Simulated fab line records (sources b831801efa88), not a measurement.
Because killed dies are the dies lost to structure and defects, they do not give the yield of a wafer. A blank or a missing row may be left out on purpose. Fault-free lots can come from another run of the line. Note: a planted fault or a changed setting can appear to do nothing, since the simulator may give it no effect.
fab line records + flow gf180mcu
record:
- lots: 12
- wafers: 36
- lastDay: 34
route steps=602 shown HV_LDD@186 PSD@259 V1@339
lots that met no fault: taken from a fault-free run of the same line
startH: hours from the record's opening day to when the first of the lot's shown wafers began + waitH: time in hours since the lot's previous step + " the same as in the row above + L1.1+2: a row that stands for several wafers + - either no value or no given start + * or withheld: withheld + < > ~ a bound
route shown NAME@n: names a module that has steps shown in the file, with the first one's number in the route + usual: average and standard deviation across the fault-free wafers + same: alike in all rows + chamber/n: place in a boat + sites: each site's reading + _std_site: their standard deviation + _edge_site: outer sites' mean less inner sites' + radiusMm: for every site, how far away it sits from the centre of the wafer + mask NAME#n: copy n + behind: the most recent tool/chamber to have shaped the wafer + hold: the reason the lot was held/the length of the hold in hours/how it ended + device: which transistor (n, p or np) failed to switch + end of line: the same wafers' tests at the end of the route + where a step has no rows: the recipe by itself + killed: dies that structure and defects cost at the first sort, which is not the same as the wafer's yield + map: the dies of a wafer, with x for killed, . for not killed, _ for no die there
set.NAME: the setting the step ran with; set.NAME@STEP: the setting that earlier step ran with + model.NAME: the simulator's own value behind a step, which no gauge read
one table for each step of the route and one row for each wafer, over a sample of lots
services: a tool's chamber out of use, with start hour (startH, from the record's first day; less than 0 if before it), hours out, and reason
== steps ==
step: GF_HV_LDD_STRIP_10
recipe:
- chemistry: O2/N2
- powerW: 1400
- pressureMtorr: 1500
- platenTempC: 250
- o2FlowSccm: 3000
- n2FlowSccm: 300
- overashFraction: 0.5
usual:
- drypumpMotorCurrentA: 5.7/0.5
- heaterPowerW: 359/23
- oesProductAu: 0.716/0.0045
- stripTimeToEndpointS: 12.63/0.032
| lot.wafer | tool           | chamber | startH | waitH | drypumpMotorCurrentA | heaterPowerW | oesProductAu | rfHoursCounterH | stripTimeToEndpointS |
|-----------|----------------|---------|--------|-------|----------------------|--------------|--------------|-----------------|----------------------|
| L517.1    | plasmaAsher-02 | 0       | 222.33 | 0.1   | 5.8                  | 381          | 0.720        | 56              | 12.59                |
| L517.5    | "              | 0       | "      | "     | 5.9                  | 370          | 0.719        | -               | 12.59                |
| L517.6    | "              | 1       | "      | "     | 6.2                  | 327          | 0.719        | -               | 12.62                |
| L518.1    | plasmaAsher-01 | 0       | 229.83 | 0.1   | 5.9                  | 370          | 0.715        | 46              | 12.59                |
| L518.4    | "              | 1       | "      | "     | 4.8                  | 382          | 0.710        | -               | 12.63                |
| L518.6    | "              | 0       | "      | "     | 5.9                  | 383          | 0.719        | -               | 12.62                |
| L522.1    | plasmaAsher-02 | 0       | 265.07 | 0.1   | 5.9                  | 373          | 0.715        | 60              | 12.64                |
| L522.4    | "              | 0       | "      | "     | 5.9                  | 373          | 0.717        | -               | 12.63                |
| L522.5    | "              | 0       | "      | "     | 5.8                  | 372          | 0.721        | -               | 12.61                |
| L521.2    | plasmaAsher-01 | 0       | 265.21 | 0.1   | 5.9                  | 380          | 0.718        | 50              | 12.61                |
| L521.4    | "              | 0       | "      | "     | 5.8                  | 375          | 0.718        | -               | 12.60                |
| L521.5    | "              | 1       | "      | "     | 4.8                  | 373          | 0.711        | -               | 12.59                |
| L523.1    | plasmaAsher-02 | 0       | 274.93 | 0.1   | 5.9                  | 367          | 0.709        | 61              | 12.60                |
| L523.2    | "              | 1       | "      | "     | 6.2                  | 326          | 0.720        | 61              | 12.59                |
| L523.6    | "              | 0       | "      | "     | 5.9                  | 361          | 0.711        | -               | 12.60                |
| L527.2    | plasmaAsher-01 | 0       | 302.22 | 0.1   | 5.9                  | 389          | 0.709        | 54              | 12.65                |
| L527.4    | "              | 0       | "      | "     | 5.9                  | 381          | 0.720        | -               | 12.68                |
| L527.6    | "              | 0       | "      | "     | 5.9                  | 372          | 0.718        | -               | 12.65                |
| L528.3    | plasmaAsher-03 | 1       | 304.36 | 0.1   | 6.0                  | 371          | 0.713        | -               | 12.69                |
| L528.5    | "              | 1       | "      | "     | 6.1                  | 368          | 0.718        | -               | 12.70                |
| L528.6    | "              | 0       | "      | "     | 5.4                  | 332          | 0.713        | -               | 12.69                |
| L533.1    | plasmaAsher-02 | 1       | 337.02 | 0.1   | 6.2                  | 330          | 0.713        | 67              | 12.60                |
| L533.2    | "              | 0       | "      | "     | 5.8                  | 387          | 0.719        | 67              | 12.65                |
| L533.3    | "              | 0       | "      | "     | 5.8                  | 373          | 0.718        | -               | 12.64                |
| L534.1    | plasmaAsher-01 | 1       | 345.92 | 0.1   | 4.7                  | 385          | 0.715        | 58              | 12.61                |
| L534.5    | "              | 0       | "      | "     | 5.9                  | 372          | 0.713        | -               | 12.58                |
| L534.6    | "              | 1       | "      | "     | 4.8                  | 384          | 0.722        | -               | 12.61                |
| L535.2    | plasmaAsher-03 | 1       | 357.97 | 0.1   | 6.0                  | 372          | 0.717        | 26              | 12.62                |
| L535.4    | "              | 1       | "      | "     | 6.0                  | 376          | 0.713        | -               | 12.65                |
| L535.5    | "              | 0       | "      | "     | 5.4                  | 321          | 0.707        | -               | 12.63                |
| L537.1    | plasmaAsher-03 | 0       | 370.37 | 0.1   | 5.4                  | 330          | 0.710        | 27              | 12.64                |
| L537.4    | "              | 0       | "      | "     | 5.4                  | 327          | 0.710        | -               | 12.60                |
| L537.5    | "              | 0       | "      | "     | 5.4                  | 328          | 0.712        | -               | 12.64                |
| L539.1    | plasmaAsher-01 | 1       | 388.23 | 0.1   | 4.8                  | 368          | 0.720        | 62              | 12.65                |
| L539.2    | "              | 0       | "      | "     | 5.9                  | 381          | 0.717        | 62              | 12.61                |
| L539.5    | "              | 1       | "      | "     | 4.8                  | 375          | 0.710        | -               | 12.67                |
step: GF_HV_LDD_IMPLANT_35
recipe:
- species: P
- energyKev: 60
- doseCm2: 7.5e+12
- tiltDeg: 30
- rotationDeg: 180
usual:
- beamOnS: 9.99/0.18
- doseIonsCm2: 7.501e+12/7.9e+09
- faradayCurrentUA: 42.3/0.77
- tiltDeg: 29.997/0.018
| lot.wafer | tool         | chamber | startH | waitH | beamOnS | doseIonsCm2 | faradayCurrentUA | tiltDeg |
|-----------|--------------|---------|--------|-------|---------|-------------|------------------|---------|
| L517.1    | implanter-03 | 0       | 258.77 | 0.1   | 9.83    | 7.505e+12   | 42.9             | 30.000  |
| L517.5    | "            | 0       | "      | "     | 9.67    | 7.502e+12   | 43.5             | 30.010  |
| L517.6    | "            | 0       | "      | "     | 10.32   | 7.504e+12   | 41.0             | 29.981  |
| L518.1    | implanter-03 | 0       | 267.17 | 0.1   | 9.51    | 7.492e+12   | 44.4             | 29.970  |
| L518.4    | "            | 0       | "      | "     | 9.98    | 7.495e+12   | 42.3             | 29.995  |
| L518.6    | "            | 0       | "      | "     | 10.07   | 7.498e+12   | 42.1             | 29.991  |
| L522.1    | implanter-03 | 0       | 305.57 | 0.1   | 10.02   | 7.498e+12   | 42.2             | 29.987  |
| L522.4    | "            | 0       | "      | "     | 10.12   | 7.505e+12   | 42.0             | 30.010  |
| L522.5    | "            | 0       | "      | "     | 9.99    | 7.522e+12   | 42.2             | 30.009  |
| L521.2    | implanter-04 | 0       | 305.75 | 0.1   | 10.00   | 7.499e+12   | 42.4             | 30.001  |
| L521.4    | "            | 0       | "      | "     | 9.54    | 7.494e+12   | 44.3             | 29.995  |
| L521.5    | "            | 0       | "      | "     | 10.24   | 7.501e+12   | 41.3             | 30.000  |
| L523.1    | implanter-02 | 0       | 316.08 | 0.1   | 9.82    | 7.505e+12   | 42.9             | 30.018  |
| L523.2    | "            | 0       | "      | "     | 10.05   | 7.507e+12   | 42.0             | 30.009  |
| L523.6    | "            | 0       | "      | "     | 10.01   | 7.503e+12   | 42.3             | 30.016  |
| L527.2    | implanter-03 | 0       | 344.60 | 0.1   | 10.07   | 7.491e+12   | 41.9             | 30.013  |
| L527.4    | "            | 0       | "      | "     | 10.13   | 7.503e+12   | 41.9             | 29.985  |
| L527.6    | "            | 0       | "      | "     | 9.69    | 7.492e+12   | 43.7             | 30.009  |
| L528.3    | implanter-02 | 0       | 347.18 | 0.1   | 9.82    | 7.507e+12   | 43.0             | 29.984  |
| L528.5    | "            | 0       | "      | "     | 10.29   | 7.502e+12   | 41.2             | 30.011  |
| L528.6    | "            | 0       | "      | "     | 10.19   | 7.506e+12   | 41.5             | 29.986  |
| L533.1    | implanter-03 | 0       | 381.32 | 0.1   | 10.07   | 7.508e+12   | 42.1             | 30.014  |
| L533.2    | "            | 0       | "      | "     | 9.95    | 7.506e+12   | 42.6             | 29.999  |
| L533.3    | "            | 0       | "      | "     | 10.00   | 7.498e+12   | 42.1             | 30.024  |
| L534.1    | implanter-03 | 0       | 391.13 | 0.1   | 9.83    | 1.212e+12   | 7.1              | 29.968  |
| L534.5    | "            | 0       | "      | "     | 9.73    | 1.23e+12    | 7.1              | 29.994  |
| L534.6    | "            | 0       | "      | "     | 10.18   | 1.227e+12   | 6.8              | 29.997  |
| L535.2    | implanter-03 | 0       | 403.05 | 0.1   | 9.95    | 1.243e+12   | 7.0              | 29.978  |
| L535.4    | "            | 0       | "      | "     | 9.98    | 1.224e+12   | 6.9              | 30.004  |
| L535.5    | "            | 0       | "      | "     | 10.24   | 1.24e+12    | 6.8              | 30.035  |
| L537.1    | implanter-04 | 0       | 416.52 | 0.1   | 9.63    | 7.501e+12   | 43.7             | 30.004  |
| L537.4    | "            | 0       | "      | "     | 9.96    | 7.494e+12   | 42.5             | 29.999  |
| L537.5    | "            | 0       | "      | "     | 9.73    | 7.503e+12   | 43.7             | 30.038  |
| L539.1    | implanter-04 | 0       | 436.07 | 0.1   | 10.23   | 7.5e+12     | 41.2             | 29.986  |
| L539.2    | "            | 0       | "      | "     | 9.92    | 7.507e+12   | 42.3             | 29.997  |
| L539.5    | "            | 0       | "      | "     | 9.62    | 7.492e+12   | 43.7             | 30.010  |
step: GF_HV_LDD_TW_MEAS_38
usual:
- HV_LDD_3_TW: 1448/22
| lot.wafer | tool         | chamber | startH | waitH | HV_LDD_3_TW |
|-----------|--------------|---------|--------|-------|-------------|
| L517.1    | filmMetro-01 | -       | 259.17 | 0.1   | 1464        |
| L517.5    | "            | -       | "      | "     | 1463        |
| L517.6    | "            | -       | "      | "     | 1457        |
| L518.1    | filmMetro-01 | -       | 267.57 | 0.1   | 1475        |
| L518.4    | "            | -       | "      | "     | 1471        |
| L518.6    | "            | -       | "      | "     | 1471        |
| L522.1    | filmMetro-01 | -       | 305.97 | 0.1   | 1464        |
| L522.4    | "            | -       | "      | "     | 1466        |
| L522.5    | "            | -       | "      | "     | 1470        |
| L521.2    | filmMetro-03 | -       | 306.14 | 0.1   | 1415        |
| L521.4    | "            | -       | "      | "     | 1415        |
| L521.5    | "            | -       | "      | "     | 1423        |
| L523.1    | filmMetro-03 | -       | 316.48 | 0.1   | 1422        |
| L523.2    | "            | -       | "      | "     | 1425        |
| L523.6    | "            | -       | "      | "     | 1425        |
| L527.2    | filmMetro-04 | -       | 344.98 | 0.1   | 1430        |
| L527.4    | "            | -       | "      | "     | 1426        |
| L527.6    | "            | -       | "      | "     | 1421        |
| L528.3    | filmMetro-04 | -       | 347.55 | 0.1   | 1425        |
| L528.5    | "            | -       | "      | "     | 1423        |
| L528.6    | "            | -       | "      | "     | 1426        |
| L533.1    | filmMetro-01 | -       | 381.72 | 0.1   | 1464        |
| L533.2    | "            | -       | "      | "     | 1464        |
| L533.3    | "            | -       | "      | "     | 1464        |
| L534.1    | filmMetro-01 | -       | 391.53 | 0.1   | 1360        |
| L534.5    | "            | -       | "      | "     | 1361        |
| L534.6    | "            | -       | "      | "     | 1366        |
| L535.2    | filmMetro-01 | -       | 403.45 | 0.1   | 1358        |
| L535.4    | "            | -       | "      | "     | 1369        |
| L535.5    | "            | -       | "      | "     | 1362        |
| L537.1    | filmMetro-03 | -       | 416.92 | 0.1   | 1421        |
| L537.4    | "            | -       | "      | "     | 1428        |
| L537.5    | "            | -       | "      | "     | 1426        |
| L539.1    | filmMetro-03 | -       | 436.47 | 0.1   | 1420        |
| L539.2    | "            | -       | "      | "     | 1417        |
| L539.5    | "            | -       | "      | "     | 1414        |
step: GF_HV_LDD_RS_MEAS_53
recipe:
- thkMeasGauge: four-point-probe
usual:
- HV_LDD_RS: 418.7/0.79
| lot.wafer | tool         | chamber | startH | waitH | HV_LDD_RS[ohm/sq] |
|-----------|--------------|---------|--------|-------|-------------------|
| L517.1    | filmMetro-03 | -       | 278.51 | 0.1   | 418.0             |
| L517.5    | "            | -       | "      | "     | 418.9             |
| L517.6    | "            | -       | "      | "     | 416.6             |
| L518.1    | filmMetro-01 | -       | 286.81 | 0.1   | 418.6             |
| L518.4    | "            | -       | "      | "     | 419.7             |
| L518.6    | "            | -       | "      | "     | 419.8             |
| L522.1    | filmMetro-04 | -       | 327.12 | 0.1   | 417.9             |
| L522.4    | "            | -       | "      | "     | 417.4             |
| L522.5    | "            | -       | "      | "     | 417.8             |
| L521.2    | filmMetro-01 | -       | 327.22 | 0.1   | 418.0             |
| L521.4    | "            | -       | "      | "     | 417.3             |
| L521.5    | "            | -       | "      | "     | 418.2             |
| L523.1    | filmMetro-01 | -       | 338.35 | 0.1   | 419.7             |
| L523.2    | "            | -       | "      | "     | 419.6             |
| L523.6    | "            | -       | "      | "     | 419.4             |
| L527.2    | filmMetro-04 | -       | 367.73 | 0.1   | 417.6             |
| L527.4    | "            | -       | "      | "     | 417.6             |
| L527.6    | "            | -       | "      | "     | 418.7             |
| L528.3    | filmMetro-01 | -       | 369.95 | 0.1   | 419.6             |
| L528.5    | "            | -       | "      | "     | 419.2             |
| L528.6    | "            | -       | "      | "     | 418.1             |
| L533.1    | filmMetro-01 | -       | 405.15 | 0.1   | 420.3             |
| L533.2    | "            | -       | "      | "     | 419.2             |
| L533.3    | "            | -       | "      | "     | 419.1             |
| L534.1    | filmMetro-04 | -       | 415.56 | 0.1   | 436.9             |
| L534.5    | "            | -       | "      | "     | 436.4             |
| L534.6    | "            | -       | "      | "     | 436.7             |
| L535.2    | filmMetro-03 | -       | 427.78 | 0.1   | 435.8             |
| L535.4    | "            | -       | "      | "     | 437.4             |
| L535.5    | "            | -       | "      | "     | 436.5             |
| L537.1    | filmMetro-03 | -       | 441.31 | 0.1   | 419.2             |
| L537.4    | "            | -       | "      | "     | 419.4             |
| L537.5    | "            | -       | "      | "     | 419.2             |
| L539.1    | filmMetro-04 | -       | 460.56 | 0.1   | 419.8             |
| L539.2    | "            | -       | "      | "     | 420.4             |
| L539.5    | "            | -       | "      | "     | 418.9             |
step: GF_PSD_TW_MEAS_11
usual:
- PSD_TW: 3189/45
| lot.wafer | tool         | chamber | startH | waitH | PSD_TW |
|-----------|--------------|---------|--------|-------|--------|
| L517.1    | filmMetro-01 | -       | 322.17 | 0.1   | 3252   |
| L517.5    | "            | -       | "      | "     | 3253   |
| L517.6    | "            | -       | "      | "     | 3260   |
| L518.1    | filmMetro-01 | -       | 330.45 | 0.1   | 3240   |
| L518.4    | "            | -       | "      | "     | 3252   |
| L518.6    | "            | -       | "      | "     | 3250   |
| L522.1    | filmMetro-04 | -       | 374.62 | 0.1   | 3147   |
| L522.4    | "            | -       | "      | "     | 3138   |
| L522.5    | "            | -       | "      | "     | 3154   |
| L521.2    | filmMetro-04 | -       | 375.93 | 0.1   | 3140   |
| L521.4    | "            | -       | "      | "     | 3144   |
| L521.5    | "            | -       | "      | "     | 3143   |
| L523.1    | filmMetro-02 | -       | 386.84 | 0.1   | 3176   |
| L523.2    | "            | -       | "      | "     | 3189   |
| L523.6    | "            | -       | "      | "     | 3178   |
| L527.2    | filmMetro-02 | -       | 416.94 | 0.1   | 3155   |
| L527.4    | "            | -       | "      | "     | 3145   |
| L527.6    | "            | -       | "      | "     | 3156   |
| L528.3    | filmMetro-01 | -       | 418.45 | 0.1   | 3254   |
| L528.5    | "            | -       | "      | "     | 3252   |
| L528.6    | "            | -       | "      | "     | 3259   |
| L533.1    | filmMetro-01 | -       | 456.97 | 0.1   | 3236   |
| L533.2    | "            | -       | "      | "     | 3267   |
| L533.3    | "            | -       | "      | "     | 3247   |
| L534.1    | filmMetro-02 | -       | 466.57 | 0.1   | 3170   |
| L534.5    | "            | -       | "      | "     | 3188   |
| L534.6    | "            | -       | "      | "     | 3177   |
| L535.2    | filmMetro-04 | -       | 479.63 | 0.1   | 3146   |
| L535.4    | "            | -       | "      | "     | 3151   |
| L535.5    | "            | -       | "      | "     | 3161   |
| L537.1    | filmMetro-01 | -       | 492.63 | 0.1   | 3273   |
| L537.4    | "            | -       | "      | "     | 3286   |
| L537.5    | "            | -       | "      | "     | 3275   |
| L539.1    | filmMetro-02 | -       | 512.00 | 0.1   | 3175   |
| L539.2    | "            | -       | "      | "     | 3193   |
| L539.5    | "            | -       | "      | "     | 3184   |
step: GF_V1_CMP_04
recipe:
- material: SiO2
- downForcePsi: 4
- platenRpm: 60
- padVelocityMS: 0.94248
usual:
- motorCurrentA: 11.5/0.91
- timeToEndpointS: 84/7.7
| lot.wafer | tool   | chamber | startH | waitH | motorCurrentA | timeToEndpointS |
|-----------|--------|---------|--------|-------|---------------|-----------------|
| L517.1    | cmp-01 | 1       | 390.52 | 0.2   | 12.3          | 68              |
| L517.6    | "      | 2       | "      | "     | 10.0          | 88              |
| L517.5    | "      | 3       | "      | "     | 12.4          | 77              |
| L518.1    | cmp-02 | 2       | 400.29 | 0.1   | 12.2          | 81              |
| L518.4    | "      | 1       | "      | "     | 11.3          | 68              |
| L518.6    | "      | 3       | "      | "     | 12.7          | 77              |
| L522.1    | cmp-02 | 1       | 449.23 | 0.1   | 11.8          | 73              |
| L522.4    | "      | 2       | "      | "     | 12.3          | 86              |
| L522.5    | "      | 0       | "      | "     | 10.8          | 80              |
| L521.4    | cmp-01 | 1       | 449.59 | 0.1   | 12.5          | 67              |
| L521.2    | "      | 2       | "      | "     | 10.6          | 84              |
| L521.5    | "      | 0       | "      | "     | 10.7          | 91              |
| L523.2    | cmp-02 | 1       | 461.39 | 0.0   | 10.7          | 67              |
| L523.1    | "      | 2       | "      | "     | 12.3          | 81              |
| L523.6    | "      | 2       | "      | "     | 11.9          | 81              |
| L527.2    | cmp-02 | 1       | 493.88 | 0.0   | 11.4          | 78              |
| L527.4    | "      | 0       | "      | "     | 11.0          | 84              |
| L527.6    | "      | 1       | "      | "     | 11.4          | 80              |
| L528.3    | cmp-02 | 3       | 495.26 | 0.1   | 12.4          | 92              |
| L528.5    | "      | 2       | "      | "     | 11.8          | 94              |
| L528.6    | "      | 3       | "      | "     | 12.5          | 98              |
| L533.1    | cmp-01 | 2       | 532.45 | 0.1   | 10.2          | 74              |
| L533.3    | "      | 3       | "      | "     | 12.9          | 85              |
| L533.2    | "      | 0       | "      | "     | 10.6          | 91              |
| L534.1    | cmp-01 | 1       | 540.92 | 0.2   | 12.7          | 81              |
| L534.6    | "      | 2       | "      | "     | 10.2          | 85              |
| L534.5    | "      | 3       | "      | "     | 11.4          | 89              |
| L535.4    | cmp-02 | 3       | 553.56 | 0.0   | 12.6          | 95              |
| L535.2    | "      | 0       | "      | "     | 10.1          | 79              |
| L535.5    | "      | 3       | "      | "     | 12.0          | 96              |
| L537.1    | cmp-01 | 1       | 565.74 | 0.1   | 13.1          | 85              |
| L537.4    | "      | 2       | "      | "     | 10.3          | 96              |
| L537.5    | "      | 1       | "      | "     | 12.3          | 91              |
| L539.2    | cmp-02 | 0       | 583.79 | 0.1   | 10.5          | 82              |
| L539.1    | "      | 1       | "      | "     | 11.2          | 74              |
| L539.5    | "      | 0       | "      | "     | 11.1          | 80              |
== services ==
| tool           | chamber | startH | hours | kind   |
|----------------|---------|--------|-------|--------|
| cmp-02         | -       | 214.26 | 0.8   | repair |
| cmp-01         | -       | 219.38 | 2.1   | repair |
| cmp-01         | -       | 231.37 | 0.5   | repair |
| cmp-01         | -       | 232.00 | 4.0   | pm     |
| cmp-02         | -       | 234.27 | 0.3   | repair |
| cmp-01         | -       | 249.03 | 2.5   | repair |
| cmp-01         | -       | 251.55 | 5.5   | pm     |
| cmp-01         | -       | 265.84 | 0.3   | repair |
| cmp-01         | -       | 275.20 | 1.8   | repair |
| cmp-02         | -       | 291.05 | 1.8   | repair |
| cmp-02         | -       | 303.96 | 2.4   | repair |
| cmp-01         | -       | 351.48 | 9.0   | repair |
| cmp-02         | -       | 360.79 | 9.3   | pm     |
| plasmaAsher-01 | -       | 369.06 | 4.0   | pm     |
| cmp-02         | -       | 394.32 | 4.6   | pm     |
| cmp-02         | -       | 404.23 | 4.0   | pm     |
| cmp-02         | -       | 435.76 | 9.4   | repair |
| plasmaAsher-01 | -       | 436.80 | 2.8   | pm     |
| implanter-03   | -       | 458.08 | 2.0   | repair |
| cmp-02         | -       | 474.08 | 1.5   | repair |
| implanter-03   | -       | 516.21 | 5.7   | repair |
| cmp-02         | -       | 526.67 | 1.0   | repair |
| cmp-02         | -       | 545.26 | 0.3   | repair |
| implanter-03   | -       | 548.40 | 3.6   | repair |
== key ==
firstSign:
- step: GF_HV_LDD_IMPLANT_35
- reading: doseIonsCm2
- direction: down
- sigmas: 99+
- usual: 7.501e+12
- struck: 1.229e+12
effect:
- step: GF_HV_LDD_IMPLANT_35
- reading: faradayCurrentUA
- direction: down
- sigmas: 46
- usual: 42.3
- struck: 7.0
effect:
- step: GF_HV_LDD_TW_MEAS_38
- reading: HV_LDD_3_TW
- direction: down
- sigmas: 3.8
- usual: 1448
- struck: 1363
effect:
- step: GF_HV_LDD_RS_MEAS_53
- reading: HV_LDD_RS
- direction: up
- sigmas: 23
- usual: 418.7
- struck: 436.6
metAt GF_HV_LDD_IMPLANT_35
struckLots L534,L535
testerLeftOut L534,L535
notActingAt GF_HV_LDD_STRIP_10,GF_PSD_TW_MEAS_11,GF_V1_CMP_04
onsetBetween 381.32 391.13
fault:
- kind: processParameterDrift
- tool: implanter-03
- chamber: -
- onsetH: 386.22
- steps: GF_HV_LDD_IMPLANT_35
- channel: doseCm2
- offset: -6.2689e+12
- shape: step
- endH: 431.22
- actsIn: theseRecipesOnly
- stated: 7.5e+12
testerLeftOut: of these lots the tester's yield and bins aren't shown, on N5 and GAA mostly nor the transistor test; their killed dies are dies lost to structure and defects alone, not to doping, threshold or leakage, so they don't give the yield
